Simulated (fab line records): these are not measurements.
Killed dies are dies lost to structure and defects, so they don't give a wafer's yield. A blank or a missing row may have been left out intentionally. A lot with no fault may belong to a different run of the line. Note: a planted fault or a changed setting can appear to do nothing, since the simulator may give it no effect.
Problem report in the 8D (eight disciplines) form, filled by code || flow gf180mcu || the parts of the form that need people (team, actions taken, sign-off) are left out

1. THE ISSUE
STI_CVD_03_THK at GF_STI_THK_MEAS_04 reads a mean of 82.2 nm on 3 wafers of 1 lot; wafers without a fault read 206.9 nm with a standard deviation of 1.8. That puts it -69 standard deviations away from the usual mean.
First observed at day 3 23:14: wafer L186.3, on filmMetro-01. Wafers with a number at this step in the record: 36, from 12 lots. Rule for "out" (also "out of limits"): further than 4 standard deviations from the usual mean. Any other wafer with a number is counted as sound.

2. WHAT THIS IS AND IS NOT
{"question": "which readings at this step", "is": "STI_CVD_03_THK", "is not": "-"}
{"question": "which lots", "is": "L186", "is not": "L175, L176, L177, L178, L179, L181, L183, L184, L185, L187, L197"}
{"question": "which wafers of those lots", "is": "all that have a number", "is not": "-"}
{"question": "read on which gauges", "is": "filmMetro-01", "is not": "filmMetro-03, filmMetro-04"}
{"question": "when", "is": "from day 3 23:14", "is not": "up to then (27 sound wafers); but 6 sound wafers of L187, L197 came after"}

3. SUSPECTS, AND WHAT RULES EACH OUT
Counting: a tool at any process step up to the reading remains a suspect when it ran all the lots that are out and ran no sound lot after the first of those.
- the gauge at GF_STI_THK_MEAS_04: ruled out. All the wafers that are out were read on filmMetro-01, but those of them that GF_STI_ETCH_13 has rows for are out there too, on other tools.
- lpcvd-02 at GF_STI_CVD_03 (deposits Si3N4 from DCS/NH3, target thk 207.16 nm, time 3551 s): kept. It ran the lot that is out, L186 (day 3 21:13), and no sound lot after that; its last sound lot up to then is L185 (day 3 16:27).
Left after counting: lpcvd-02 at GF_STI_CVD_03.

4. THE CAUSE (what the simulator had put in)
lpcvd-02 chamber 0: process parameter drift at GF_STI_CVD_03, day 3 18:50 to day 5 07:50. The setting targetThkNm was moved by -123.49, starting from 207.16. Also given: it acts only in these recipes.
The count eliminated every tool but this one.

5. THE EFFECT CHAIN, in route order
Each row: a reading where the mean over the struck wafers with a number is more than 3 standard deviations away from the usual. Only readings for which the record gives a usual standard deviation are gone through. hours: the time from each lot's start at the first step in this table that gives one to its start at this step, as a median over the lots. sigmas: the change in usual standard deviations.
{"hours": 0, "step": "GF_STI_THK_MEAS_04", "reading": "STI_CVD_03_THK", "usual": "206.9 nm", "on struck wafers": 82.2, "change": -124.7, "sigmas": -69}
{"hours": 13, "step": "GF_STI_ETCH_13", "reading": "oesProductAu", "usual": "0.831 a.u.", "on struck wafers": 0.555, "change": -0.276, "sigmas": -42}
{"hours": 13, "step": "GF_STI_ETCH_13", "reading": "throttleValvePct", "usual": "8.811 %", "on struck wafers": 8.722, "change": -0.089, "sigmas": -10}
Process steps it contains:
- GF_STI_ETCH_13: etches the open film in CHF3/O2, stops on Si, target depth 282.31 nm, time 112.9 s.
At these later measuring or inspecting steps, every struck wafer for which the step has a row has a number for every such reading, and none has moved that far: GF_MVSD_OVL_MEAS_07.

6. HOW IT WOULD HAVE BEEN CAUGHT EARLIER
4 hours passed between the start of the fault at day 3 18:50 and the first reading out of limits at a measuring or inspecting step in this record, taken at day 3 23:14.
Of the tool readings at GF_STI_CVD_03 for which the record gives a usual standard deviation, none was out on any struck wafer, so an alarm limit of 4 standard deviations on them would not have fired.
Lots out: 1; all had begun GF_STI_CVD_03 on lpcvd-02 by day 3 23:14. Holding the tool at that point would not have protected any of them.
